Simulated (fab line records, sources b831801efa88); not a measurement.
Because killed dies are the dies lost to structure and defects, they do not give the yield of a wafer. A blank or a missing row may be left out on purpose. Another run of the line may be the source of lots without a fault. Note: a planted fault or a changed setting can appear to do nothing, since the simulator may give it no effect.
2 desks looking at one fault    flow gf180mcu    each desk holds nothing but its own numbers, with what lay behind them at the end

FROM THE METROLOGY DESK
Means of the sampled wafers that have a number, per lot and without regard to the tool the lot ran on: this is what the gauges read. If a lot's mean is further than 4 standard deviations from the usual mean, the lot is out of limits and carries the mark OUT (the distance appears in the brackets).
Columns: A = LVPWELL_TW at GF_LVPWELL_TW_MEAS_11, usual 557; B = LVPWELL_RS at GF_VT_IMPLANT_RS_MEAS_48, usual 1195 ohm/sq; C = cd-nm at GF_M1_CD_MEAS_14, usual 230.2 nm
lot   first seen here  A               B               C
L981  day 3 19:55      561             1200            229.8
L983  day 4 09:50      557             1195            230.4
L984  day 4 14:44      557             1196            230.8
L988  day 5 13:47      562             1193            230.0
L990  day 5 22:29      555             1193            229.5
L991  day 6 06:05      552             1190            230.5
L993  day 6 15:35      562             1192            230.2
L995  day 7 04:06      532 (-6.4) OUT  1359 (+53) OUT  229.4
L996  day 7 08:51      528 (-7.4) OUT  1362 (+54) OUT  227.8
L102  day 8 18:47      555             1196            229.2
L103  day 9 03:22      556             1195            230.6
L104  day 9 05:20      557             1191            229.5
This desk's finding: out of limits on L995, L996; first on L995, day 7 04:06 (LVPWELL_TW at GF_LVPWELL_TW_MEAS_11). Within limits: L981, L983, L984, L988, L990, L991, L993, L102, L103, L104.

DESK OF THE TOOL OWNER: implanter-04
The tool's own readings at GF_LVPWELL_IMPLANT_09, given as means over the sampled wafers that have a number, one for each lot that went through this tool. If a lot's mean is further than 4 standard deviations from the usual mean, the lot is out of limits and carries the mark OUT (the distance appears in the brackets).
Columns: A = beam-energy-keV at GF_LVPWELL_IMPLANT_09, usual 58.360; B = dose-ions-cm2 at GF_LVPWELL_IMPLANT_09, usual 5e+12; C = faraday-current-uA at GF_LVPWELL_IMPLANT_09, usual 28.2
lot   first seen here  A       B                        C
L984  day 4 14:30      58.362  5e+12                    28.2
L990  day 5 22:14      58.349  5e+12                    28.5
L991  day 6 05:50      58.344  5e+12                    28.2
L995  day 7 03:51      58.361  2e+12 (-99 or more) OUT  11.5 (-30) OUT
L996  day 7 08:38      58.338  2e+12 (-99 or more) OUT  11.5 (-30) OUT
This desk's verdict: out of limits on L995, L996, starting with L995 at day 7 03:51 (dose-ions-cm2 at GF_LVPWELL_IMPLANT_09). Within limits: L984, L990, L991.

PUT TOGETHER
On L995, L996, at day 7 03:51, an alarm was possible from the tool owner's desk.
The metrology desk could have raised an alarm at day 7 04:06, on L995, L996.
Every lot named ran GF_LVPWELL_IMPLANT_09 on implanter-04.

WHAT HAD BEEN PUT IN BY THE SIMULATOR
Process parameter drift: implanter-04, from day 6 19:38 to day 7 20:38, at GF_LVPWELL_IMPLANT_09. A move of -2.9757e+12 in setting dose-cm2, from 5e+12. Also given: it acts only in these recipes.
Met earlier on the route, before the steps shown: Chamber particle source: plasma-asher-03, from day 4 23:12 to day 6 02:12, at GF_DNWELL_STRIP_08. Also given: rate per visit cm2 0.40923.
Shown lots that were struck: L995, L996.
Hours from the fault's start to each desk's first reading out of limits: the tool owner's desk, 8; the metrology desk, 8.
